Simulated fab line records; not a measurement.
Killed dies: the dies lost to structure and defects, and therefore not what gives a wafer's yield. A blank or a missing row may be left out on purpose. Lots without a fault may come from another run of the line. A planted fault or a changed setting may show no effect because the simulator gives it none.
Which tool is to blame? ; flow gf180mcu ; 18 wafers sampled from 6 lots at 1 step of a route of 602

WHAT EACH GAUGE READ, for each wafer
GF_DUAL_GATE_THK_MEAS_03.
lot;measured;on;DUAL_GATE_OXIDATION_00_THK (nm)
L644;day 8 08:15;filmMetro-01;10.79 10.81 10.88
L648;day 9 05:23;filmMetro-04;10.85 10.83 10.73
L650;day 9 19:27;filmMetro-04;11.15 11.27 11.24
L659;day 12 06:51;filmMetro-03;10.36 10.60 10.62
L661;day 12 22:19;filmMetro-03;10.89 10.69 10.83
L665;day 14 03:42;filmMetro-04;10.90 10.88 10.81

WHAT TOOL EACH LOT RAN ON (gives the tool, then ch and the chambers of the sampled wafers, and finally the start)
Record: no process step prior to these readings.

THE ANSWER, worked out from the rows above alone
Rule: usual is defined by the lots themselves. The widest of any qualifying gaps counts: lots, ordered by their means at a reading, are off when they make up no more than a third of the lots, leave a main group of 4 or more, and stand apart from it by 3 or more times the standard deviation of that group's means. A main group whose means are all the same, to the digits that the tables above print for the reading, isn't used. Also off: a lot with no number at a reading for which 4 or more lots have one. All remaining lots with rows at the step are treated as sound.
No lot is off at any reading shown: from this, nothing can be told.

WHAT THE SIMULATOR PUT IN
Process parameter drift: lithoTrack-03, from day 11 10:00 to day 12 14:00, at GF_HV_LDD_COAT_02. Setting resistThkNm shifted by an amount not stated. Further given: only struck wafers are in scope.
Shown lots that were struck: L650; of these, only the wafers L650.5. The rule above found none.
